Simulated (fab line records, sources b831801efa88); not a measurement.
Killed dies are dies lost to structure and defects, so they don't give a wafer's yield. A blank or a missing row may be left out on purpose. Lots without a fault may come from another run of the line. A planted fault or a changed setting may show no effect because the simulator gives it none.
Which tool did it? | flow gf180mcu | 12 lots, 36 wafers sampled, at 5 steps of a route of 602

WHAT THE GAUGES READ, wafer by wafer
GF_LVPWELL_TW_MEAS_11.
lot  | measured    | on            | LVPWELL_TW
L145 | day 4 02:07 | film_metro-04 | 565.1 566.3 563.7
L146 | day 4 10:45 | film_metro-01 | 569.3 564.8 563.4
L147 | day 4 15:29 | film_metro-01 | 563.9 567.8 566.1
L148 | day 4 20:00 | film_metro-04 | 557.8 559.1 559.6
L151 | day 5 12:28 | film_metro-04 | 559.4 557.1 556.7
L157 | day 6 23:47 | film_metro-02 | 563.3 562.8 564.9
L160 | day 7 12:34 | film_metro-01 | 564.9 565.6 564.7
L162 | day 8 01:19 | film_metro-04 | 563.4 563.8 561.7
L163 | day 8 16:05 | film_metro-02 | 562.6 561.6 563.4
L165 | day 9 01:47 | film_metro-02 | 568.2 566.7 569.6
L166 | day 9 01:53 | film_metro-01 | 568.0 566.9 567.1
L167 | day 9 06:28 | film_metro-04 | 561.7 565.6 561.5

GF_VT_IMPLANT_RS_MEAS_46: measures by four-point-probe.
lot  | measured     | on            | MVSD_RS (ohm/sq)
L145 | day 7 18:40  | film_metro-04 | 456.7 457.2 457.1
L146 | day 8 03:08  | film_metro-01 | 456.9 456.5 456.4
L147 | day 8 08:09  | film_metro-01 | 455.2 455.3 456.5
L148 | day 8 13:39  | film_metro-01 | 455.2 456.4 457.3
L151 | day 9 10:19  | film_metro-01 | 458.5 458.3 458.4
L157 | day 11 06:29 | film_metro-04 | 455.9 456.8 458.2
L160 | day 11 21:47 | film_metro-04 | 456.4 457.1 457.4
L162 | day 12 13:17 | film_metro-01 | 458.4 457.2 459.5
L163 | day 13 07:27 | film_metro-04 | 456.9 457.1 456.8
L165 | day 13 19:33 | film_metro-01 | 457.4 458.6 457.0
L166 | day 13 19:51 | film_metro-02 | 456.0 456.2 456.8
L167 | day 14 01:17 | film_metro-04 | 456.4 456.9 457.2

GF_VT_IMPLANT_RS_MEAS_48: measures by four-point-probe.
lot  | measured     | on            | LVPWELL_RS (ohm/sq)
L145 | day 7 18:54  | film_metro-04 | 1196.6 1198.5 1196.9
L146 | day 8 03:22  | film_metro-01 | 1196.2 1196.8 1197.5
L147 | day 8 08:23  | film_metro-01 | 1196.2 1193.3 1197.0
L148 | day 8 13:53  | film_metro-01 | 1253.8 1257.4 1254.3
L151 | day 9 10:34  | film_metro-01 | 1252.4 1253.1 1255.3
L157 | day 11 06:44 | film_metro-04 | 1196.2 1194.2 1196.0
L160 | day 11 22:02 | film_metro-04 | 1197.6 1195.9 1193.7
L162 | day 12 13:31 | film_metro-01 | 1193.4 1192.8 1190.7
L163 | day 13 07:41 | film_metro-04 | 1194.5 1198.5 1196.3
L165 | day 13 19:47 | film_metro-01 | 1198.1 1201.3 1201.0
L166 | day 13 20:05 | film_metro-02 | 1195.2 1194.1 1197.8
L167 | day 14 01:32 | film_metro-04 | 1198.2 1197.0 1195.6

GF_DUAL_GATE_THK_MEAS_03.
lot  | measured     | on            | DUAL_GATE_OXIDATION_00_THK (nm)
L145 | day 7 21:22  | film_metro-01 | 10.89 10.99 10.81
L146 | day 8 05:15  | film_metro-04 | 11.01 10.90 10.92
L147 | day 8 11:06  | film_metro-04 | 10.90 11.26 10.93
L148 | day 8 16:28  | film_metro-03 | 10.79 10.66 10.76
L151 | day 9 12:25  | film_metro-03 | 11.24 11.10 10.85
L157 | day 11 08:37 | film_metro-01 | 10.90 10.86 10.87
L160 | day 11 23:53 | film_metro-03 | 11.39 11.16 11.37
L162 | day 12 15:33 | film_metro-01 | 10.73 10.81 10.67
L163 | day 13 09:32 | film_metro-01 | 10.77 10.97 10.59
L165 | day 13 22:08 | film_metro-03 | 10.96 11.19 11.04
L166 | day 13 22:08 | film_metro-04 | 10.55 10.60 10.63
L167 | day 14 03:24 | film_metro-04 | 10.98 11.05 10.92

WHICH TOOL RAN EACH LOT (tool, then ch and the chambers of the sampled wafers, then the start)
lot  | GF_LVPWELL_IMPLANT_08
L145 | implanter-02 ch 0, day 4 01:45
L146 | implanter-04 ch 0, day 4 10:21
L147 | implanter-02 ch 0, day 4 15:05
L148 | implanter-02 ch 0, day 4 19:37
L151 | implanter-02 ch 0, day 5 12:06
L157 | implanter-01 ch 0, day 6 23:25
L160 | implanter-01 ch 0, day 7 12:11
L162 | implanter-01 ch 0, day 8 00:56
L163 | implanter-02 ch 0, day 8 15:43
L165 | implanter-02 ch 0, day 9 01:25
L166 | implanter-04 ch 0, day 9 01:29
L167 | implanter-04 ch 0, day 9 06:05
- GF_LVPWELL_IMPLANT_08

WHAT THE TOOLS THEMSELVES READ (means of the sampled wafers that have a number; where no wafer has one, the mark that the record gives instead)
GF_LVPWELL_IMPLANT_08.
lot  | tool         | beam_energy_keV | beam_on_s (s)
L145 | implanter-02 | 170.06          | 10.14
L146 | implanter-04 | 170.02          | 9.96
L147 | implanter-02 | 170.05          | 9.93
L148 | implanter-02 | 136.00          | 10.03
L151 | implanter-02 | 136.03          | 10.13
L157 | implanter-01 | 169.99          | 10.17
L160 | implanter-01 | 169.97          | 9.90
L162 | implanter-01 | 170.01          | 10.03
L163 | implanter-02 | 170.02          | 10.07
L165 | implanter-02 | 170.05          | 10.07
L166 | implanter-04 | 170.03          | 10.07
L167 | implanter-04 | 170.08          | 9.99

THE ANSWER, worked out from the rows above alone
Rule: what is usual is taken from the lots themselves. Put in order of their means at a reading, lots are off if they are a third of the lots or fewer, leave a main group of 4 or more, and stand apart from it by a gap of 3 or more times the standard deviation of the main group's means; of several such gaps the widest counts. A main group whose means are all the same, to the digits that the tables above print for the reading, isn't used. A lot without any number at a reading at which 4 lots or more have one is off too. The other lots that the step has rows for count as sound. The gauges are gone through in route order, then the tools' own readings, and for those a lot's mean is taken as printed above. The first step at which some lot is off is used, and at that step the reading that is off furthest; a lot without a number counts as furthest.
Off: L148, L151, at GF_VT_IMPLANT_RS_MEAS_48 (LVPWELL_RS). The main group: mean 1196.2 ohm/sq, standard deviation 1.9.
A tool fits if, at a process step before that reading, it ran every lot that is off, and no sound lot after the first of them. The gauges at GF_VT_IMPLANT_RS_MEAS_48 aren't tried: what is off there is off at GF_LVPWELL_IMPLANT_08 too, on other tools, and a gauge's error can't cause that. None of those tried fits.

WHAT THE SIMULATOR HAD PUT IN
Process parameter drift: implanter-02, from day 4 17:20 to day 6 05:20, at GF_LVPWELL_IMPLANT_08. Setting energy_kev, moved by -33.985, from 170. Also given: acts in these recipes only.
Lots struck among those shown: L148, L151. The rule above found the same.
